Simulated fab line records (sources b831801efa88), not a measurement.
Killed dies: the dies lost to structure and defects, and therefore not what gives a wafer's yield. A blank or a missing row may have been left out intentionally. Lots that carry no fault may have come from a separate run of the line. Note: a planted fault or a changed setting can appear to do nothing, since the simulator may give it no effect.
Which tool is to blame?	flow gf180mcu	13 lots with 39 wafers sampled at 4 steps, on a route of 602 steps

== WHAT EACH GAUGE READ, for each wafer ==
GF_PASSIVATION_THK_MEAS_03. Usual: PASSIVATION_CVD_02_THK typically reads 699 nm, with standard deviation 8.7.
lot	measured	on	PASSIVATION_CVD_02_THK (nm)	flag
L872	day 28 13:31	film-metro-02	707 722 714	
L873	day 28 15:40	film-metro-01	689 700 706	
L875	day 29 08:43	film-metro-02	699 711 710	
L877	day 30 02:14	film-metro-04	698 705 705	
L878	day 30 07:55	film-metro-04	685 695 707	
L879	day 30 17:19	film-metro-04	687 687 693	
L882	day 31 07:33	film-metro-01	691 690 704	
L884	day 31 21:11	film-metro-01	684 700 700	
L885	day 32 11:51	film-metro-01	680 688 703	
L888	day 32 21:47	film-metro-04	697 714 703	
L892	day 33 19:46	film-metro-01	686 695 693	
L893	day 33 22:59	film-metro-01	694 693 702	
L894	day 34 04:06	film-metro-02	691 698 709	

== TOOL THAT RAN EACH LOT (tool first, then ch and the chambers of the sampled wafers, then the start) ==
lot	GF_MIM_SPUTTER_02	GF_V5_CVD_02	GF_PASSIVATION_CVD_00
L872	pvd-sputter-01, day 24 21:57	pecvd-02 ch 0,1, day 26 17:23	pecvd-01 ch 0,1,2, day 28 13:04
L873	pvd-sputter-03, day 24 23:20	pecvd-02 ch 0,1, day 26 20:08	pecvd-01 ch 1,2, day 28 15:13
L875	pvd-sputter-01, day 25 19:24	pecvd-03 ch 0,1,2, day 27 14:35	pecvd-03 ch 0,2, day 29 08:16
L877	pvd-sputter-01, day 26 14:57	pecvd-02 ch 0,1,2, day 28 08:25	pecvd-01 ch 0,1,2, day 30 01:47
L878	pvd-sputter-01, day 26 19:07	pecvd-01 ch 0,1, day 28 13:37	pecvd-03 ch 0,1,2, day 30 07:28
L879	pvd-sputter-03, day 27 06:25	pecvd-03 ch 1,2, day 28 23:04	pecvd-01 ch 0,1,2, day 30 16:53
L882	pvd-sputter-04, day 27 23:21	pecvd-02 ch 0,2, day 29 16:02	pecvd-01 ch 0,1,2, day 31 07:07
L884	pvd-sputter-04, day 28 14:52	pecvd-02 ch 0,1,2, day 30 06:27	pecvd-01 ch 0,1,2, day 31 20:46
L885	pvd-sputter-03, day 29 09:08	pecvd-02 ch 0,2, day 30 22:49	pecvd-01 ch 0,2, day 32 11:25
L888	pvd-sputter-04, day 29 18:55	pecvd-03 ch 0,2, day 31 08:14	pecvd-04 ch 1,2, day 32 21:20
L892	pvd-sputter-04, day 30 21:06	pecvd-01 ch 0,1, day 32 08:12	pecvd-04 ch 0,1, day 33 19:20
L893	pvd-sputter-04, day 31 00:19	pecvd-03 ch 0,1,2, day 32 11:38	pecvd-04 ch 0,1,2, day 33 22:34
L894	pvd-sputter-04, day 31 06:36	pecvd-03 ch 0,1, day 32 17:41	pecvd-04 ch 0,1, day 34 03:40
- GF_MIM_SPUTTER_02: material AlCu, target thk 450 nm, time 23.9 s.
- GF_V5_CVD_02: deposits SiO2 from TEOS, target thk 1450 nm, time 163.28 s.
- GF_PASSIVATION_CVD_00: deposits SiO2 from TEOS, target thk 1000 nm, time 111.95 s.

== AS READ BY THE TOOLS THEMSELVES (means over the sampled wafers that have a number; for cases with no such wafer, the mark the record gives instead) ==
GF_MIM_SPUTTER_02. Usual: throttle-valve-pct 30.2 %, standard deviation 1.1.
lot	tool	throttle-valve-pct (%)	flag
L872	pvd-sputter-01	29.8	
L873	pvd-sputter-03	30.0	
L875	pvd-sputter-01	29.6	
L877	pvd-sputter-01	29.7	
L878	pvd-sputter-01	30.5	
L879	pvd-sputter-03	30.5	
L882	pvd-sputter-04	30.7	
L884	pvd-sputter-04	30.6	
L885	pvd-sputter-03	29.9	
L888	pvd-sputter-04	31.0	
L892	pvd-sputter-04	31.0	
L893	pvd-sputter-04	30.7	
L894	pvd-sputter-04	30.9	

GF_V5_CVD_02. Usual: heater-power-w 699 W, standard deviation 130.
lot	tool	heater-power-w (W)	flag
L872	pecvd-02	871	
L873	pecvd-02	801	
L875	pecvd-03	619	
L877	pecvd-02	697	
L878	pecvd-01	682	
L879	pecvd-03	634	
L882	pecvd-02	640	
L884	pecvd-02	686	
L885	pecvd-02	614	
L888	pecvd-03	672	
L892	pecvd-01	788	
L893	pecvd-03	628	
L894	pecvd-03	644	

GF_PASSIVATION_CVD_00. Usual: heater-power-w 689 W, standard deviation 92.
lot	tool	heater-power-w (W)	flag
L872	pecvd-01	704	
L873	pecvd-01	633	
L875	pecvd-03	607	
L877	pecvd-01	703	
L878	pecvd-03	708	
L879	pecvd-01	773	
L882	pecvd-01	725	
L884	pecvd-01	715	
L885	pecvd-01	734	
L888	pecvd-04	664	
L892	pecvd-04	610	
L893	pecvd-04	662	
L894	pecvd-04	590	

== THE ANSWER, worked out from the rows above alone ==
Rule: lot off if the mean of its wafers having a number is beyond 3 standard deviations from the usual mean. A lot without any number at a reading at which 4 lots or more have one is off too. Where the step has rows for the other lots, those lots are counted as sound. First the gauges in route order, then the tools' own readings, where a lot's mean is used as printed above. The first step at which some lot is off is used, and at that step the reading that is off furthest; a lot without a number counts as furthest.
No lot is off at any reading shown: from this, nothing can be told.

== WHAT WAS PUT IN BY THE SIMULATOR ==
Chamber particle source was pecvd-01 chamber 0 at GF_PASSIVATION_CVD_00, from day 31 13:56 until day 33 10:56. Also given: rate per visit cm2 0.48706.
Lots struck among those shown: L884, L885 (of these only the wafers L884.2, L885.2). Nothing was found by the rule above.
